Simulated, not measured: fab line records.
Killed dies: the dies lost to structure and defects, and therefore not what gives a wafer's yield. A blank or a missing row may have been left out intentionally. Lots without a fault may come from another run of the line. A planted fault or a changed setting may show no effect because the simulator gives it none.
Which of the tools did it?    flow sfq line    41 wafers sampled from 14 lots at 1 step of a route of 325

## WHAT THE GAUGES READ, wafer by wafer
SFQ_INCOMING_BOW_MEAS_900.
lot   measured     on             INCOMING_BOW (um)
L826  day 1 10:00  film metro-01  5 9 0
L827  day 1 15:01  film metro-04  3 -10 3
L828  day 1 20:01  film metro-03  5 6 5
L829  day 2 01:02  film metro-01  -7 5 -2
L831  day 2 11:00  film metro-04  11 3 1
L832  day 2 16:00  film metro-03  7 -2
L841  day 4 13:02  film metro-04  0 -16 -4
L842  day 4 18:02  film metro-04  -7 -11 2
L844  day 5 04:00  film metro-04  0 -3 -6
L845  day 5 09:00  film metro-04  -1 2 9
L846  day 5 14:00  film metro-04  -1 0 -8
L847  day 5 19:01  film metro-04  4 0 -1
L848  day 6 00:00  film metro-01  10 4 -2
L849  day 6 05:01  film metro-04  10 1 -4

## WHAT TOOL EACH LOT RAN ON (gives the tool, then ch and the chambers of the sampled wafers, and finally the start)
There is no process step in the record ahead of these readings.

## WHAT THE TOOLS THEMSELVES READ (means of the sampled wafers that have a number; where no wafer has one, the mark that the record gives instead)
The record holds no such reading with a usual standard deviation.

## THE ANSWER, worked out from the rows above alone
Rule: what is usual is taken from the lots themselves. The widest of any qualifying gaps counts: lots, ordered by their means at a reading, are off when they make up no more than a third of the lots, leave a main group of 4 or more, and stand apart from it by 3 or more times the standard deviation of that group's means. The tables above print the reading to a certain number of digits; a main group whose means all agree to those digits is not used. A lot without any number at a reading at which 4 lots or more have one is off too. Where the step has rows for the other lots, those lots are counted as sound. After the gauges, taken in route order, come the tools' own readings; for these a lot's mean is taken, as printed above. At the first step where some lot is off, the reading lying furthest off is the one used; lots without a number count as furthest.
None of the lots is off at any reading shown; this tells nothing.

## WHAT THE SIMULATOR PUT IN
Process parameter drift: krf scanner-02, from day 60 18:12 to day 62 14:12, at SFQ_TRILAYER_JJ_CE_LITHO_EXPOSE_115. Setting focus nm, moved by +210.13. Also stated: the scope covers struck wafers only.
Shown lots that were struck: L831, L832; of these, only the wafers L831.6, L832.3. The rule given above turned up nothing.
